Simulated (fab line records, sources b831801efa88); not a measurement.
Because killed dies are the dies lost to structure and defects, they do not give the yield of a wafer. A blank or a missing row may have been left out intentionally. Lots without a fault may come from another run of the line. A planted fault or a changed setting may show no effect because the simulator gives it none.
Which of the tools did it? :: flow gf180mcu :: 11 lots, 32 wafers sampled, at 7 steps of a route of 602

== WHAT EACH GAUGE READ, for each wafer ==
GF_CONTACT_THK_MEAS_01. Usual: for CONTACT_CVD_00_THK the level is 298 nm and the standard deviation is 3.4.
lot: L577
measured: day 15 06:19
on: film metro-04
CONTACT_CVD_00_THK (nm): 297 297 300
flag: 

lot: L579
measured: day 16 00:14
on: film metro-04
CONTACT_CVD_00_THK (nm): 295 297 297
flag: 

lot: L580
measured: day 16 10:55
on: film metro-04
CONTACT_CVD_00_THK (nm): 304 304 300
flag: 

lot: L582
measured: day 16 23:39
on: film metro-02
CONTACT_CVD_00_THK (nm): 297 295 297
flag: 

lot: L583
measured: day 17 13:42
on: film metro-01
CONTACT_CVD_00_THK (nm): 300 305 298
flag: 

lot: L584
measured: day 17 19:32
on: film metro-04
CONTACT_CVD_00_THK (nm): 292 290 293
flag: 

lot: L585
measured: day 17 23:00
on: film metro-01
CONTACT_CVD_00_THK (nm): 303 301 302
flag: 

lot: L590
measured: day 20 01:55
on: film metro-01
CONTACT_CVD_00_THK (nm): 299 298
flag: 

lot: L596
measured: day 22 02:01
on: film metro-01
CONTACT_CVD_00_THK (nm): 305 297 296
flag: 

lot: L599
measured: day 22 19:19
on: film metro-04
CONTACT_CVD_00_THK (nm): 301 302 298
flag: 

lot: L600
measured: day 23 13:47
on: film metro-04
CONTACT_CVD_00_THK (nm): 301 304 300
flag: 

GF_V1_RS_MEAS_24: measurement is done with a four-point probe. Usual: for V1_W_RS the level is 0.329 ohm/sq and the standard deviation is 0.0031.
lot: L577
measured: day 18 05:26
on: film metro-03
V1_W_RS (ohm/sq): 0.332 0.331 0.330
flag: 

lot: L579
measured: day 19 01:49
on: film metro-02
V1_W_RS (ohm/sq): 0.330 0.329 0.331
flag: 

lot: L580
measured: day 19 13:13
on: film metro-04
V1_W_RS (ohm/sq): 0.331 0.329 0.331
flag: 

lot: L582
measured: day 20 04:00
on: film metro-03
V1_W_RS (ohm/sq): 0.330 0.329 0.330
flag: 

lot: L583
measured: day 20 18:46
on: film metro-04
V1_W_RS (ohm/sq): 0.323 0.330 0.331
flag: 

lot: L584
measured: day 20 23:22
on: film metro-03
V1_W_RS (ohm/sq): 0.329 0.327 0.333
flag: 

lot: L585
measured: day 21 04:42
on: film metro-03
V1_W_RS (ohm/sq): 0.332 0.329 0.332
flag: 

lot: L590
measured: day 23 05:37
on: film metro-03
V1_W_RS (ohm/sq): 0.330 0.560
flag: OFF

lot: L596
measured: day 25 02:46
on: film metro-04
V1_W_RS (ohm/sq): 0.326 0.325 0.328
flag: 

lot: L599
measured: day 25 17:38
on: film metro-04
V1_W_RS (ohm/sq): 0.332 0.330 0.330
flag: 

lot: L600
measured: day 26 11:35
on: film metro-03
V1_W_RS (ohm/sq): 0.330 0.324 0.327
flag: 

GF_V1_THK_MEAS_25: measures by xrf. Usual: for V1_W_THK the level is 354 nm and the standard deviation is 6.1.
lot: L577
measured: day 18 05:33
on: film metro-03
V1_W_THK (nm): 358 361 360
flag: 

lot: L579
measured: day 19 01:56
on: film metro-02
V1_W_THK (nm): 350 354 352
flag: 

lot: L580
measured: day 19 13:20
on: film metro-04
V1_W_THK (nm): 344 348 346
flag: 

lot: L582
measured: day 20 04:07
on: film metro-03
V1_W_THK (nm): 354 354 354
flag: 

lot: L583
measured: day 20 18:53
on: film metro-04
V1_W_THK (nm): 355 346 344
flag: 

lot: L584
measured: day 20 23:29
on: film metro-03
V1_W_THK (nm): 357 359 353
flag: 

lot: L585
measured: day 21 04:49
on: film metro-03
V1_W_THK (nm): 352 354 355
flag: 

lot: L590
measured: day 23 05:44
on: film metro-03
V1_W_THK (nm): 354 209
flag: OFF

lot: L596
measured: day 25 02:53
on: film metro-04
V1_W_THK (nm): 350 352 344
flag: 

lot: L599
measured: day 25 17:46
on: film metro-04
V1_W_THK (nm): 342 343 342
flag: 

lot: L600
measured: day 26 11:41
on: film metro-03
V1_W_THK (nm): 358 364 361
flag: 

GF_M2_OVL_MEAS_15. Usual: for M2_OVL the level is 1 nm and the standard deviation is 5.9.
lot: L577
measured: day 19 05:34
on: overlay-01
M2_OVL (nm): 2 -3 -1
flag: 

lot: L579
measured: day 20 02:53
on: overlay-02
M2_OVL (nm): -3 -7 -4
flag: 

lot: L580
measured: day 20 14:16
on: overlay-01
M2_OVL (nm): -4 -15 -4
flag: 

lot: L582
measured: day 21 05:05
on: overlay-01
M2_OVL (nm): 13 7 7
flag: 

lot: L583
measured: day 21 19:10
on: overlay-01
M2_OVL (nm): 7 12 7
flag: 

lot: L584
measured: day 22 00:29
on: overlay-01
M2_OVL (nm): -7 0 -4
flag: 

lot: L585
measured: day 22 05:58
on: overlay-01
M2_OVL (nm): 1 0 9
flag: 

lot: L590
measured: day 24 04:52
on: overlay-01
M2_OVL (nm): -5 -9
flag: 

lot: L596
measured: day 26 00:46
on: overlay-02
M2_OVL (nm): 7 5 4
flag: 

lot: L599
measured: day 26 15:37
on: overlay-01
M2_OVL (nm): 11 8 4
flag: 

lot: L600
measured: day 27 08:49
on: overlay-01
M2_OVL (nm): -7 -5 -12
flag: 

== WHAT TOOL EACH LOT RAN ON (gives the tool, then ch and the chambers of the sampled wafers, and finally the start) ==
lot: L577
GF_SALICIDE_RTA_08: rtp anneal-01 ch 0, day 15 06:11
GF_V1_CVD_23: cvd w-02 ch 0,1, day 18 05:19
GF_V1_CMP_26: cmp-02 ch 0,1,2, day 18 05:37

lot: L579
GF_SALICIDE_RTA_08: rtp anneal-02 ch 0, day 16 00:05
GF_V1_CVD_23: cvd w-02 ch 1, day 19 01:41
GF_V1_CMP_26: cmp-01 ch 0,1,2, day 19 01:59

lot: L580
GF_SALICIDE_RTA_08: rtp anneal-02 ch 0, day 16 10:47
GF_V1_CVD_23: cvd w-01 ch 0,1, day 19 13:06
GF_V1_CMP_26: cmp-02 ch 0,2, day 19 13:23

lot: L582
GF_SALICIDE_RTA_08: rtp anneal-02 ch 0, day 16 23:31
GF_V1_CVD_23: cvd w-01 ch 0,1, day 20 03:53
GF_V1_CMP_26: cmp-01 ch 0,3, day 20 04:11

lot: L583
GF_SALICIDE_RTA_08: rtp anneal-02 ch 0, day 17 13:32
GF_V1_CVD_23: cvd w-01 ch 0, day 20 18:38
GF_V1_CMP_26: cmp-02 ch 0,2,3, day 20 18:56

lot: L584
GF_SALICIDE_RTA_08: rtp anneal-02 ch 0, day 17 19:24
GF_V1_CVD_23: cvd w-02 ch 0,1, day 20 23:15
GF_V1_CMP_26: cmp-01 ch 0,3, day 20 23:32

lot: L585
GF_SALICIDE_RTA_08: rtp anneal-02 ch 0, day 17 22:52
GF_V1_CVD_23: cvd w-01 ch 0,1, day 21 04:34
GF_V1_CMP_26: cmp-01 ch 0,1,3, day 21 04:58

lot: L590
GF_SALICIDE_RTA_08: rtp anneal-02 ch 0, day 20 01:47
GF_V1_CVD_23: cvd w-02 ch 1, day 23 05:29
GF_V1_CMP_26: cmp-02 ch 1, day 23 05:47

lot: L596
GF_SALICIDE_RTA_08: rtp anneal-02 ch 0, day 22 01:52
GF_V1_CVD_23: cvd w-01 ch 0,1, day 25 02:39
GF_V1_CMP_26: cmp-02 ch 1,2,3, day 25 02:56

lot: L599
GF_SALICIDE_RTA_08: rtp anneal-01 ch 0, day 22 19:10
GF_V1_CVD_23: cvd w-01 ch 0, day 25 17:32
GF_V1_CMP_26: cmp-01 ch 0,1,2, day 25 17:49

lot: L600
GF_SALICIDE_RTA_08: rtp anneal-02 ch 0, day 23 13:39
GF_V1_CVD_23: cvd w-02 ch 0,1, day 26 11:27
GF_V1_CMP_26: cmp-01 ch 1,2,3, day 26 11:50
- GF_SALICIDE_RTA_08: time 30 s.
- GF_V1_CVD_23: deposits W, target thk 350 nm, time 105.05 s.
- GF_V1_CMP_26: polishes, stops on SiO2, t overpolish 15 s, target thk 0 nm.

== WHAT THE TOOLS THEMSELVES READ (means of the sampled wafers that have a number; where no wafer has one, the mark that the record gives instead) ==
GF_SALICIDE_RTA_08. Usual: lamp power pct 16.9 %, standard deviation 0.32; wafer_temp_C_max 802.9, standard deviation 0.89.
lot: L577
tool: rtp anneal-01
lamp power pct (%): 17.2
wafer_temp_C_max: 802.3
flag: 

lot: L579
tool: rtp anneal-02
lamp power pct (%): 16.6
wafer_temp_C_max: 803.4
flag: 

lot: L580
tool: rtp anneal-02
lamp power pct (%): 16.6
wafer_temp_C_max: 802.9
flag: 

lot: L582
tool: rtp anneal-02
lamp power pct (%): 16.6
wafer_temp_C_max: 803.3
flag: 

lot: L583
tool: rtp anneal-02
lamp power pct (%): 16.6
wafer_temp_C_max: 803.8
flag: 

lot: L584
tool: rtp anneal-02
lamp power pct (%): 16.6
wafer_temp_C_max: 803.6
flag: 

lot: L585
tool: rtp anneal-02
lamp power pct (%): 16.6
wafer_temp_C_max: 803.1
flag: 

lot: L590
tool: rtp anneal-02
lamp power pct (%): 16.6
wafer_temp_C_max: 803.8
flag: 

lot: L596
tool: rtp anneal-02
lamp power pct (%): 16.6
wafer_temp_C_max: 804.1
flag: 

lot: L599
tool: rtp anneal-01
lamp power pct (%): 17.2
wafer_temp_C_max: 801.8
flag: 

lot: L600
tool: rtp anneal-02
lamp power pct (%): 16.6
wafer_temp_C_max: 803.4
flag: 

GF_V1_CVD_23. Usual: heater power outer w 539 W, standard deviation 48; heater power w 851 W, standard deviation 85.
lot: L577
tool: cvd w-02
heater power outer w (W): 512
heater power w (W): 811
flag: 

lot: L579
tool: cvd w-02
heater power outer w (W): 562
heater power w (W): 849
flag: 

lot: L580
tool: cvd w-01
heater power outer w (W): 531
heater power w (W): 844
flag: 

lot: L582
tool: cvd w-01
heater power outer w (W): 567
heater power w (W): 925
flag: 

lot: L583
tool: cvd w-01
heater power outer w (W): 488
heater power w (W): 774
flag: 

lot: L584
tool: cvd w-02
heater power outer w (W): 518
heater power w (W): 816
flag: 

lot: L585
tool: cvd w-01
heater power outer w (W): 568
heater power w (W): 939
flag: 

lot: L590
tool: cvd w-02
heater power outer w (W): 552
heater power w (W): 872
flag: 

lot: L596
tool: cvd w-01
heater power outer w (W): 573
heater power w (W): 930
flag: 

lot: L599
tool: cvd w-01
heater power outer w (W): 486
heater power w (W): 759
flag: 

lot: L600
tool: cvd w-02
heater power outer w (W): 545
heater power w (W): 840
flag: 

GF_V1_CMP_26. Usual: edge zone pressure frac 1.000, standard deviation 0.0044; motor current A 11.4 A, standard deviation 1; time to endpoint s 84 s, standard deviation 3.3.
lot: L577
tool: cmp-02
edge zone pressure frac: 0.997
motor current A (A): 11.6
time to endpoint s (s): 82
flag: 

lot: L579
tool: cmp-01
edge zone pressure frac: 0.994
motor current A (A): 11.9
time to endpoint s (s): 80
flag: 

lot: L580
tool: cmp-02
edge zone pressure frac: 1.004
motor current A (A): 11.2
time to endpoint s (s): 81
flag: 

lot: L582
tool: cmp-01
edge zone pressure frac: 1.000
motor current A (A): 10.9
time to endpoint s (s): 80
flag: 

lot: L583
tool: cmp-02
edge zone pressure frac: 1.006
motor current A (A): 11.5
time to endpoint s (s): 84
flag: 

lot: L584
tool: cmp-01
edge zone pressure frac: 0.999
motor current A (A): 10.7
time to endpoint s (s): 81
flag: 

lot: L585
tool: cmp-01
edge zone pressure frac: 0.998
motor current A (A): 11.4
time to endpoint s (s): 81
flag: 

lot: L590
tool: cmp-02
edge zone pressure frac: 1.004
motor current A (A): 10.1
time to endpoint s (s): 69
flag: OFF

lot: L596
tool: cmp-02
edge zone pressure frac: 0.999
motor current A (A): 10.8
time to endpoint s (s): 86
flag: 

lot: L599
tool: cmp-01
edge zone pressure frac: 1.003
motor current A (A): 11.5
time to endpoint s (s): 85
flag: 

lot: L600
tool: cmp-01
edge zone pressure frac: 1.003
motor current A (A): 12.1
time to endpoint s (s): 81
flag: 

== THE ANSWER, worked out from the rows above alone ==
Rule: a lot counts as off when the mean over its wafers that have a number is more than 3 standard deviations away from the usual mean. Also off: a lot with no number at a reading for which 4 or more lots have one. Any other lot the step has rows for is counted as sound. First the gauges in route order, then the tools' own readings, where a lot's mean is used as printed above. The first step at which some lot is off is used, and at that step the reading that is off furthest; a lot without a number counts as furthest.
Off: L590, at GF_V1_RS_MEAS_24 (V1_W_RS).
A tool fits if, at a process step before that reading, it ran every lot that is off, and no sound lot after the first of them. Not tried: the gauges at GF_V1_RS_MEAS_24; whatever is off there is also off at GF_V1_CMP_26, on other tools, and gauge error can't account for it. No candidate that was tried fits.

== WHAT WAS PUT IN BY THE SIMULATOR ==
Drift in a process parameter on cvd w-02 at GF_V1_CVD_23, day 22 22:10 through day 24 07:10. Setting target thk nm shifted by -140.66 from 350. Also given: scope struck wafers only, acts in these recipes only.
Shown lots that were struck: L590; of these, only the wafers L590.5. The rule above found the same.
